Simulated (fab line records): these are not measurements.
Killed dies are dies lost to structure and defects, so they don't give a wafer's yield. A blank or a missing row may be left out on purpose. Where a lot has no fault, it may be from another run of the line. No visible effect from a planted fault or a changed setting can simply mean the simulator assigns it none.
Struck lot and sound lot, side by side | flow sfqLine | 26 steps out of a route of 325
Sound: wafers L856.1, L856.2, L856.4. The struck wafers were L861.3, L861.5, L861.6. At the end, the cause is stated.
For every step that has rows: the tool of each side, followed by ch and its chambers, followed by its first start. Under that, the readings that differ: sound wafers | struck wafers | difference of the means | sigmas: that difference in standard deviations of wafers without a fault.
alike: readings whose means differ by less than 2 such deviations, and words and numbers that are the same on both sides. not compared: withheld readings, readings that some wafer has no value for, bounds like >300 that may hide the same value, and numbers for which the record gives no deviation and whose values overlap.
A row with sigmas, a row that says differs or no value, or rows on one side alone: a step with any of these is where the two part. When numbers do not overlap yet have no deviation, they are printed without sigmas and do not part them. A reading that every wafer of one side lacks parts them only if that side has two wafers or more.

SFQ_L0_RS_MEAS_901: measurement is done with a four-point probe.
  sound on filmMetro-01, day 2 08:34; struck on filmMetro-03, day 3 09:36
  alike: L0_MONX_KI_RS
SFQ_L0_THK_MEAS_902: measures by xrf.
  sound on filmMetro-01, day 2 08:41; struck on filmMetro-03, day 3 09:42
  alike: L0_MONX_KI_THK
then, 7 steps without rows for these wafers: SFQ_TRILAYER_L0_LITHO_COAT_010 (resist thk 62 nm); SFQ_TRILAYER_L0_LITHO_COAT_005 (resist thk 600 nm); SFQ_TRILAYER_L0_LITHO_SOFTBAKE_009; SFQ_TRILAYER_L0_LITHO_EXPOSE_006 (exposes mask L0, target cd 2000 nm); SFQ_TRILAYER_L0_LITHO_PEB_008 (peb time 60 s); SFQ_TRILAYER_L0_LITHO_DEVELOP_007 (time 60 s); SFQ_TRILAYER_L0_BARC_OPEN_METAL_ETCH_010 (etches BARC in O2, target depth 125 nm, time 41.7 s).
-- the record jumps here: 2 days lie between the struck wafers' starts before and after --
SFQ_TRILAYER_L0_ETCH_METAL_ETCH_008: etches MoNx KI in SF6/O2, stops on SiO2, target depth 50 nm, time 25 s.
  sound on rieMetal-02 ch 0,1, day 4 08:15; struck on rieMetal-04 ch 0,1, day 5 15:16
  alike: drypumpMotorCurrentA, oesProductAu
  not compared: rfHoursCounterH
SFQ_TRILAYER_L0_STRIP_STRIP_009: strips in O2.
  sound on rieMetal-02 ch 0,1, day 4 08:17; struck on rieMetal-04 ch 0,1, day 5 15:29
  alike: drypumpMotorCurrentA, oesProductAu
  not compared: rfHoursCounterH
then, 1 step without rows for these wafers: SFQ_TRILAYER_L0_STRIP_SOLV_CLEAN_010 (cleans in NMP, time 600 s).
SFQ_TRILAYER_L0_CAP_PECVD_011: deposits SiO2 from SiH4/N2O, time 13.333 s, target thk 60 nm.
  sound on pecvd-02 ch 0,1, day 4 09:04; struck on pecvd-04 ch 0,1, day 5 16:16
reading              | sound          | struck         | difference | sigmas
throttleValvePct (%) | 26.5 26.9 26.8 | 24.0 24.1 23.4 | -2.9       | -3
  alike: heaterPowerOuterW, heaterPowerW
then, 6 steps without rows for these wafers: SFQ_TRILAYER_L0_VIA_LITHO_COAT_018 (resist thk 62 nm); SFQ_TRILAYER_L0_VIA_LITHO_COAT_013 (resist thk 650 nm); SFQ_TRILAYER_L0_VIA_LITHO_SOFTBAKE_017; SFQ_TRILAYER_L0_VIA_LITHO_EXPOSE_014 (exposes mask L0V, target cd 700 nm); SFQ_TRILAYER_L0_VIA_LITHO_PEB_016 (peb time 60 s); SFQ_TRILAYER_L0_VIA_LITHO_DEVELOP_015 (time 60 s).
SFQ_L0V_OVL_MEAS_903:
  sound on overlay-02, day 6 00:31; struck on overlay-01, day 7 04:14
  alike: L0V_OVL
SFQ_TRILAYER_L0_VIA_BARC_OPEN_VIA_ETCH_021: etches BARC in O2, target depth 125 nm, time 41.7 s.
  sound on rieDiel-03 ch 0,1,2, day 6 00:33; struck on rieDiel-03 ch 0,2,3, day 7 04:15
  alike: drypumpMotorCurrentA, oesProductAu
  not compared: rfHoursCounterH
SFQ_TRILAYER_L0_VIA_ETCH_VIA_ETCH_016: etches SiO2 in CHF3, stops on MoNx KI, target depth 80 nm.
  sound on rieDiel-03 ch 0,1,2, day 6 00:35; struck on rieDiel-03 ch 0,2,3, day 7 04:17
reading                       | sound             | struck            | difference | sigmas
oesProductAu (a.u.)           | 0.837 0.838 0.840 | 1.001 1.009 1.017 | +0.171     | +23
model.L0V.featureDepthNm (nm) | 59.64 59.21 60.21 | 79.02 81.99 81.91 | +21.29     | 
model.etch.depthNm (nm)       | 59.64 59.21 60.21 | 79.02 81.99 81.91 | +21.29     | 
  alike: drypumpMotorCurrentA
SFQ_TRILAYER_L0_VIA_STRIP_STRIP_017: strips in O2.
  sound on rieMetal-04 ch 0,1, day 6 00:38; struck on rieMetal-04 ch 0,1, day 7 04:32
  alike: drypumpMotorCurrentA, oesProductAu
  not compared: rfHoursCounterH
then, 1 step without rows for these wafers: SFQ_TRILAYER_L0_VIA_STRIP_SOLV_CLEAN_018 (cleans in NMP, time 600 s).
SFQ_TRILAYER_M0_DEP_PRE_CLEAN_020: time 15 s.
  sound on pvdSputter-03, day 6 01:25; struck on pvdSputter-06, day 7 05:07
reading                                            | sound             | struck            | difference | sigmas
model.SiO2_of_TRILAYER_L0_CAP_PECVD_011.thkNm (nm) | 54.64 54.21 55.21 | 115.4 116.9 118.4 | +62.2      | 
SFQ_TRILAYER_M0_DEP_SPUTTER_019: material Nb, target thk 200 nm, time 133.3 s.
  sound on pvdSputter-03, day 6 01:26; struck on pvdSputter-06, day 7 05:08
  alike: chamberPressurePa, throttleValvePct

## WHERE THEY PART
At SFQ_TRILAYER_L0_CAP_PECVD_011 first; at SFQ_TRILAYER_L0_VIA_ETCH_VIA_ETCH_016 last (within this record only). Later steps at which nothing parts them and some readings are alike: SFQ_TRILAYER_L0_VIA_STRIP_STRIP_017, SFQ_TRILAYER_M0_DEP_SPUTTER_019.

WHY: whatever the simulator had introduced
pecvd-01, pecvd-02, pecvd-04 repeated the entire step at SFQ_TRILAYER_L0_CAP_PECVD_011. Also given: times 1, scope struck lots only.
